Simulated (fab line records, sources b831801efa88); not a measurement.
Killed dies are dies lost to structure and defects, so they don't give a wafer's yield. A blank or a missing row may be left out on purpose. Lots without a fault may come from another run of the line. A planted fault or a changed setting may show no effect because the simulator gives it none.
Which tool did it? | flow gf180mcu | 13 lots, 39 wafers sampled, at 3 steps of a route of 602

WHAT THE GAUGES READ, wafer by wafer
GF_TOP_METAL_RS_MEAS_05: measures by four-point-probe.
lot  | measured     | on            | TOP_METAL_ALCU_RS (ohm/sq)
L846 | day 27 01:20 | film_metro-01 | 0.0333 0.0331 0.0331
L847 | day 27 05:26 | film_metro-02 | 0.0329 0.0324 0.0328
L848 | day 27 14:41 | film_metro-03 | 0.0326 0.0332 0.0328
L850 | day 28 12:28 | film_metro-03 | 0.0323 0.0324 0.0325
L849 | day 28 16:28 | film_metro-03 | 0.0334 0.0327 0.0330
L851 | day 29 06:20 | film_metro-03 | 0.0330 0.0326 0.0326
L854 | day 30 00:51 | film_metro-03 | 0.0326 0.0331 0.0326
L855 | day 30 14:27 | film_metro-01 | 0.0328 0.0329 0.0328
L862 | day 32 04:10 | film_metro-03 | 0.0322 0.0326 0.0318
L863 | day 32 04:30 | film_metro-02 | 0.0325 0.0326 0.0328
L866 | day 33 00:10 | film_metro-01 | 0.0330 0.0326 0.0330
L868 | day 33 08:41 | film_metro-01 | 0.0330 0.0330 0.0328
L869 | day 33 13:12 | film_metro-01 | 0.0327 0.0325 0.0327

WHICH TOOL RAN EACH LOT (tool, then ch and the chambers of the sampled wafers, then the start)
lot  | GF_VT_IMPLANT_DEVELOP_17          | GF_V5_SPUTTER_22
L846 | litho_track-04 ch 0, day 6 01:59  | pvd_sputter-02, day 27 00:26
L847 | litho_track-04 ch 0, day 6 08:53  | pvd_sputter-04, day 27 04:31
L848 | litho_track-04 ch 0, day 6 14:13  | pvd_sputter-02, day 27 13:48
L850 | litho_track-04 ch 0, day 7 09:25  | pvd_sputter-02, day 28 11:37
L849 | litho_track-02 ch 0, day 7 09:59  | pvd_sputter-04, day 28 15:34
L851 | litho_track-02 ch 0, day 7 19:20  | pvd_sputter-02, day 29 05:28
L854 | litho_track-03 ch 0, day 8 14:06  | pvd_sputter-01, day 29 23:59
L855 | litho_track-04 ch 0, day 9 03:07  | pvd_sputter-01, day 30 13:33
L862 | litho_track-04 ch 0, day 10 15:53 | pvd_sputter-02, day 32 03:18
L863 | litho_track-04 ch 0, day 10 17:25 | pvd_sputter-04, day 32 03:39
L866 | litho_track-02 ch 0, day 11 11:17 | pvd_sputter-04, day 32 23:18
L868 | litho_track-03 ch 0, day 12 02:47 | pvd_sputter-02, day 33 07:49
L869 | litho_track-03 ch 0, day 12 07:40 | pvd_sputter-01, day 33 11:51
- GF_VT_IMPLANT_DEVELOP_17: develop time 60 s.
- GF_V5_SPUTTER_22: material TiN, target thk 10 nm, time 40 s.

WHAT THE TOOLS THEMSELVES READ (means of the sampled wafers that have a number; where no wafer has one, the mark that the record gives instead)
GF_VT_IMPLANT_DEVELOP_17.
lot  | tool           | exhaust_pa (Pa)
L846 | litho_track-04 | 45.2
L847 | litho_track-04 | 45.0
L848 | litho_track-04 | 44.8
L850 | litho_track-04 | 43.5
L849 | litho_track-02 | 44.0
L851 | litho_track-02 | 45.6
L854 | litho_track-03 | 44.0
L855 | litho_track-04 | 43.8
L862 | litho_track-04 | 46.1
L863 | litho_track-04 | 46.0
L866 | litho_track-02 | 45.0
L868 | litho_track-03 | 44.8
L869 | litho_track-03 | 43.5

GF_V5_SPUTTER_22.
lot  | tool           | throttle_valve_pct (%)
L846 | pvd_sputter-02 | 30.2
L847 | pvd_sputter-04 | 29.6
L848 | pvd_sputter-02 | 29.6
L850 | pvd_sputter-02 | 30.0
L849 | pvd_sputter-04 | 29.5
L851 | pvd_sputter-02 | 30.0
L854 | pvd_sputter-01 | 30.5
L855 | pvd_sputter-01 | 31.8
L862 | pvd_sputter-02 | 29.8
L863 | pvd_sputter-04 | 29.7
L866 | pvd_sputter-04 | 29.8
L868 | pvd_sputter-02 | 29.9
L869 | pvd_sputter-01 | 30.9

THE ANSWER, worked out from the rows above alone
Rule: what is usual is taken from the lots themselves. Put in order of their means at a reading, lots are off if they are a third of the lots or fewer, leave a main group of 4 or more, and stand apart from it by a gap of 3 or more times the standard deviation of the main group's means; of several such gaps the widest counts. A main group whose means are all the same, to the digits that the tables above print for the reading, isn't used. A lot without any number at a reading at which 4 lots or more have one is off too. The other lots that the step has rows for count as sound. The gauges are gone through in route order, then the tools' own readings, and for those a lot's mean is taken as printed above. The first step at which some lot is off is used, and at that step the reading that is off furthest; a lot without a number counts as furthest.
No lot is off at any reading shown: from this, nothing can be told.

WHAT THE SIMULATOR HAD PUT IN
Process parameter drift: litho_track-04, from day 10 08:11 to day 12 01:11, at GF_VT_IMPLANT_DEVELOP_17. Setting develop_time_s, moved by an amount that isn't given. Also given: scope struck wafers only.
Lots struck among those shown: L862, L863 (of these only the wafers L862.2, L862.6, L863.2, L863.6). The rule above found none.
